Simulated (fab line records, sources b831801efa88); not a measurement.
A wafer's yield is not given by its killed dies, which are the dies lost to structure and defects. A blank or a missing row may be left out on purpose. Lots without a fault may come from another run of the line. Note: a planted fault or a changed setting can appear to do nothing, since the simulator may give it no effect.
Struck lot and sound lot, side by side -- flow sky130 -- 44 out of 708 route steps
Sound: wafers L266.1, L266.3, L266.6. Struck: wafers L256.3, L256.4, L256.5. The cause is given at the end.
For every step that has rows: the tool of each side, followed by ch and its chambers, followed by its first start. Under that, the readings that differ: sound wafers -- struck wafers -- difference of the means -- sigmas: that difference in standard deviations of wafers without a fault.
alike: readings with means less than 2 such deviations apart, plus words and numbers identical on both sides. not compared: withheld readings, readings lacking a value on some wafer, bounds such as >300 that could conceal the same value, and numbers that have no deviation in the record and whose values overlap.
Wherever a step has rows on one side only, a row that says differs or no value, or a row with sigmas, the two part there. Non-overlapping numbers with no deviation appear without sigmas and do not part them. A reading that every wafer of one side lacks parts them only if that side has two wafers or more.

first, 8 steps without rows for these wafers: SKY_DNWELL_DEHYDRATE_00 (time 60 s); SKY_DNWELL_HMDS_01 (prime time 60 s); SKY_DNWELL_COAT_02 (resist thk 3000 nm); SKY_DNWELL_SOFTBAKE_03; SKY_DNWELL_EXPOSE_04 (exposes mask DNM, target cd 3000 nm); SKY_DNWELL_PEB_05; SKY_DNWELL_DEVELOP_06 (develop time 60 s); SKY_DNWELL_IMPLANT_07.
SKY_DNWELL_STRIP_08: strips in O2/N2.
  sound on plasma asher-02 ch 0,1, day 6 12:16; struck on plasma asher-04 ch 0,1, day 4 05:11
  alike: drypump motor current A, oes product au, strip time to endpoint s
  not compared: rf hours counter h
SKY_DNWELL_TW_MEAS_09:
  sound on film metro-03 at day 6 12:22; struck on film metro-04 at day 4 05:17
  alike: DNWELL_TW
then, 2 steps without rows for these wafers: SKY_PWDE_DEHYDRATE_00 (time 60 s); SKY_PWDE_HMDS_01 (prime time 60 s).
SKY_PWDE_COAT_02: resist thk 3000 nm.
  sound on litho track-04 ch 0, day 6 21:46; struck on litho track-04, day 4 13:19
  no value came back on the struck wafers for chill plate temp C (C), dispense pressure kPa (kPa); on the sound wafers chill plate temp C (C) reads 22.95 23.02 22.96
then, 4 steps without rows for these wafers: SKY_PWDE_SOFTBAKE_03; SKY_PWDE_EXPOSE_04 (exposes mask PWDEM, target cd 840 nm); SKY_PWDE_PEB_05; SKY_PWDE_DEVELOP_06 (develop time 60 s).
SKY_PWDE_OVL_MEAS_07:
  sound on overlay-01 at day 7 07:47; struck on overlay-01 at day 4 21:39
reading,sound,struck,difference,sigmas
PWDE_OVL (nm),-0.3 1.8 0.1,- - -,no value on the struck wafers,
then, 1 step without rows for these wafers: SKY_PWDE_IMPLANT_08.
SKY_PWDE_STRIP_09: strips in O2/N2.
  sound on plasma asher-03 ch 0,1, day 7 07:58; struck on plasma asher-02 ch 0,1, day 4 21:51
  no value came back on the struck wafers for oes product au (a.u.), strip time to endpoint s (s); on the sound wafers oes product au (a.u.) reads 0.721 0.720 0.719
  alike: drypump motor current A
  not compared: rf hours counter h
SKY_PWDE_TW_MEAS_10:
  sound on film metro-03 at day 7 08:04; struck on film metro-03 at day 4 21:56
  alike: PWDE_TW
then, 7 steps without rows for these wafers: SKY_NWELL_DEHYDRATE_03 (time 60 s); SKY_NWELL_HMDS_04 (prime time 60 s); SKY_NWELL_COAT_05 (resist thk 3000 nm); SKY_NWELL_SOFTBAKE_06; SKY_NWELL_EXPOSE_07 (exposes mask NWM, target cd 840 nm); SKY_NWELL_PEB_08; SKY_NWELL_DEVELOP_09 (develop time 60 s).
SKY_NWELL_OVL_MEAS_10:
  sound on overlay-02 at day 8 03:40; struck on overlay-02 at day 5 14:49
  alike: NWELL_00_OVL
then, 3 steps without rows for these wafers: SKY_NWELL_IMPLANT_11; SKY_NWELL_IMPLANT_12; SKY_NWELL_IMPLANT_13.
SKY_NWELL_STRIP_14: strips in O2/N2.
  sound on plasma asher-03 ch 0,1, day 8 04:09; struck on plasma asher-02 ch 0,1, day 5 15:20
  alike: drypump motor current A, oes product au, strip time to endpoint s
  not compared: rf hours counter h
SKY_NWELL_TW_MEAS_15:
  sound on film metro-04 at day 8 04:15; struck on film metro-01 at day 5 15:25
  alike: NWELL_TW
then, 7 steps without rows for these wafers: SKY_NWELL_DEHYDRATE_16 (time 60 s); SKY_NWELL_HMDS_17 (prime time 60 s); SKY_NWELL_COAT_18 (resist thk 3000 nm); SKY_NWELL_SOFTBAKE_19; SKY_NWELL_EXPOSE_20 (exposes mask NWM COMPLEMENT, target cd 840 nm); SKY_NWELL_PEB_21; SKY_NWELL_DEVELOP_22 (develop time 60 s).
SKY_NWELL_OVL_MEAS_23:
  sound on overlay-01 at day 9 00:43; struck on overlay-02 at day 6 08:59
  alike: NWELL_01_OVL
SKY_NWELL_TW_MEAS_26:
  sound on film metro-04 at day 9 01:00; struck on film metro-04 at day 6 09:17
reading,sound,struck,difference,sigmas
NWELL_2_TW,503.1 507.0 503.2,555.8 558.4 556.7,+52.5,+18
-- the record jumps here: 41 days lie between the struck wafers' starts before and after (it left off in module NWELL and takes up again in module PAD_OPEN, whose first step shown is number 708 of the route) --
SKY_PAD_OPEN_PROBE_99:
  sound on prober-02 at day 49 02:38; struck on prober-02 at day 47 07:14
reading,sound,struck,difference,sigmas
killed at front end,15 16 14,439 424 425,+414,+99 or more
killed dies,82 88 70,492 492 492,+412,+44
killed on rim,18 14 18,96 96 96,+79,+21
  alike: killed_at_M0_to_M3, killed_at_M4_up, killed at contacts, killed at other, killed open, killed short

== WHERE THEY PART ==
Last at SKY_PAD_OPEN_PROBE_99 as far as this record goes, first at SKY_PWDE_COAT_02.

WHY: what had been put in by the simulator
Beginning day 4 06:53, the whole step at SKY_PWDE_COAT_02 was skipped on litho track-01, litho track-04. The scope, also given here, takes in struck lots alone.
